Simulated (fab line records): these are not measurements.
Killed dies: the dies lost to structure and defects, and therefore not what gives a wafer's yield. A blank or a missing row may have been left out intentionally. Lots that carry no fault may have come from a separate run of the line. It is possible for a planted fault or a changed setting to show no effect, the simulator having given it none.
Which tool is to blame? || flow sky130 || at 1 step of a route of 708, 7 lots with 21 wafers sampled

## WHAT EACH GAUGE READ, for each wafer
SKY_FIELD_ISO_BOW_MEAS_00.
{"lot": "L899", "measured": "day 1 20:00", "on": "filmMetro-04", "INCOMING_BOW (um)": "0 8 9"}
{"lot": "L901", "measured": "day 2 06:04", "on": "filmMetro-03", "INCOMING_BOW (um)": "0 5 8"}
{"lot": "L910", "measured": "day 4 03:00", "on": "filmMetro-03", "INCOMING_BOW (um)": "7 1 5"}
{"lot": "L912", "measured": "day 4 13:00", "on": "filmMetro-03", "INCOMING_BOW (um)": "-10 -3 2"}
{"lot": "L915", "measured": "day 5 04:00", "on": "filmMetro-03", "INCOMING_BOW (um)": "-2 2 -5"}
{"lot": "L918", "measured": "day 5 19:00", "on": "filmMetro-02", "INCOMING_BOW (um)": "-9 2 -13"}
{"lot": "L920", "measured": "day 6 05:00", "on": "filmMetro-02", "INCOMING_BOW (um)": "-2 -1 12"}

## EACH LOT AND THE TOOL THAT RAN IT (in order: tool; ch and the chambers of the sampled wafers; start)
The record shows no process step preceding these readings.

## THE ANSWER, worked out from the rows above alone
Rule: the lots themselves supply what counts as usual. Put in order of their means at a reading, lots are off if they are a third of the lots or fewer, leave a main group of 4 or more, and stand apart from it by a gap of 3 or more times the standard deviation of the main group's means; of several such gaps the widest counts. If all means in a main group match to the digits the tables above print for the reading, that group is not used. A lot without any number at a reading at which 4 lots or more have one is off too. Where the step has rows for the other lots, those lots are counted as sound.
None of the lots is off at any reading shown; this tells nothing.

## WHAT THE SIMULATOR HAD INSERTED
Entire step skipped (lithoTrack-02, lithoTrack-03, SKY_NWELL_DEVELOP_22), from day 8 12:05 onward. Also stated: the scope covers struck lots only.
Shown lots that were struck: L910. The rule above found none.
